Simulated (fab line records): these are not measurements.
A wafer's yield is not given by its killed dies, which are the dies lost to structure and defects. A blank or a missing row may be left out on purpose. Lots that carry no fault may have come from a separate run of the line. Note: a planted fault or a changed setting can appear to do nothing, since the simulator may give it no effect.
Which tool is to blame? | flow sky130 | 14 lots, 42 wafers sampled, at 1 step of a route of 708

== WHAT THE GAUGES READ, wafer by wafer ==
The record lacks any reading of a measuring or inspecting step that a usual standard deviation could be used to judge.

== WHICH TOOL RAN EACH LOT (tool, then ch and the chambers of the sampled wafers, then the start) ==
lot  | SKY_POLY_GATE_ETCH_15
L977 | rie diel-04 ch 0,1,2, day 16 14:23
L978 | rie diel-02 ch 0,1,3, day 16 19:53
L981 | rie diel-04 ch 1,3, day 17 20:23
L982 | rie diel-04 ch 1,2,3, day 18 04:14
L983 | rie diel-04 ch 0,1,3, day 18 13:26
L984 | rie diel-02 ch 1,2, day 19 19:29
L985 | rie diel-04 ch 0,2,3, day 19 19:44
L988 | rie diel-03 ch 1,2, day 20 08:11
L993 | rie diel-04 ch 0,1, day 22 12:38
L994 | rie diel-02 ch 0,3, day 22 14:40
L996 | rie diel-02 ch 0,3, day 23 06:23
L997 | rie diel-02 ch 0,2,3, day 23 14:35
L998 | rie diel-02 ch 2,3, day 23 23:20
L999 | rie diel-02 ch 1,2, day 24 14:05
- SKY_POLY_GATE_ETCH_15: etches BARC in N2/H2, stops on SiO2, time 118.5 s, target depth 110 nm.

== WHAT THE TOOLS THEMSELVES READ (means of the sampled wafers that have a number; where no wafer has one, the mark that the record gives instead) ==
SKY_POLY_GATE_ETCH_15.
lot  | tool        | bias w (W) | drypump motor current A (A) | h2 flow sccm (sccm) | oes product au (a.u.) | throttle valve pct (%)
L977 | rie diel-04 | 100.11     | 5.4                         | 200.1               | 0.718                 | 13.213
L978 | rie diel-02 | 99.88      | 5.3                         | 200.1               | 0.718                 | 13.204
L981 | rie diel-04 | 100.41     | 5.9                         | 200.0               | 0.718                 | 13.213
L982 | rie diel-04 | 99.89      | 5.7                         | 199.8               | 0.714                 | 13.215
L983 | rie diel-04 | 93.83      | 5.7                         | 200.2               | 0.715                 | 13.204
L984 | rie diel-02 | 99.93      | 5.7                         | 199.7               | 0.716                 | 13.211
L985 | rie diel-04 | 93.56      | 5.5                         | 199.4               | 0.716                 | 13.215
L988 | rie diel-03 | 99.89      | 5.1                         | 199.5               | 0.717                 | 13.209
L993 | rie diel-04 | 100.00     | 5.5                         | 199.6               | 0.714                 | 13.211
L994 | rie diel-02 | 100.08     | 5.2                         | 200.7               | 0.721                 | 13.210
L996 | rie diel-02 | 99.66      | 5.3                         | 199.6               | 0.720                 | 13.215
L997 | rie diel-02 | 99.81      | 5.5                         | 200.3               | 0.717                 | 13.204
L998 | rie diel-02 | 100.35     | 5.7                         | 199.6               | 0.714                 | 13.214
L999 | rie diel-02 | 99.87      | 5.7                         | 200.0               | 0.712                 | 13.210

== THE ANSWER, worked out from the rows above alone ==
Rule: the usual values come from the lots themselves. The widest of any qualifying gaps counts: lots, ordered by their means at a reading, are off when they make up no more than a third of the lots, leave a main group of 4 or more, and stand apart from it by 3 or more times the standard deviation of that group's means. The tables above print the reading to a certain number of digits; a main group whose means all agree to those digits is not used. Also off: a lot with no number at a reading for which 4 or more lots have one. Where the step has rows for the other lots, those lots are counted as sound. Order of review: gauges by route order, followed by the tools' own readings, for which a lot's mean as printed above is used. At the first step where some lot is off, the reading lying furthest off is the one used; lots without a number count as furthest.
Off: L983, L985, at SKY_POLY_GATE_ETCH_15 (bias w). For the main group the mean is 99.99 W and the standard deviation 0.21.
A tool fits if, at that step or a process step before it, it ran every lot that is off, and no sound lot after the first of them. None of those tried fits.

== WHAT WAS PUT IN BY THE SIMULATOR ==
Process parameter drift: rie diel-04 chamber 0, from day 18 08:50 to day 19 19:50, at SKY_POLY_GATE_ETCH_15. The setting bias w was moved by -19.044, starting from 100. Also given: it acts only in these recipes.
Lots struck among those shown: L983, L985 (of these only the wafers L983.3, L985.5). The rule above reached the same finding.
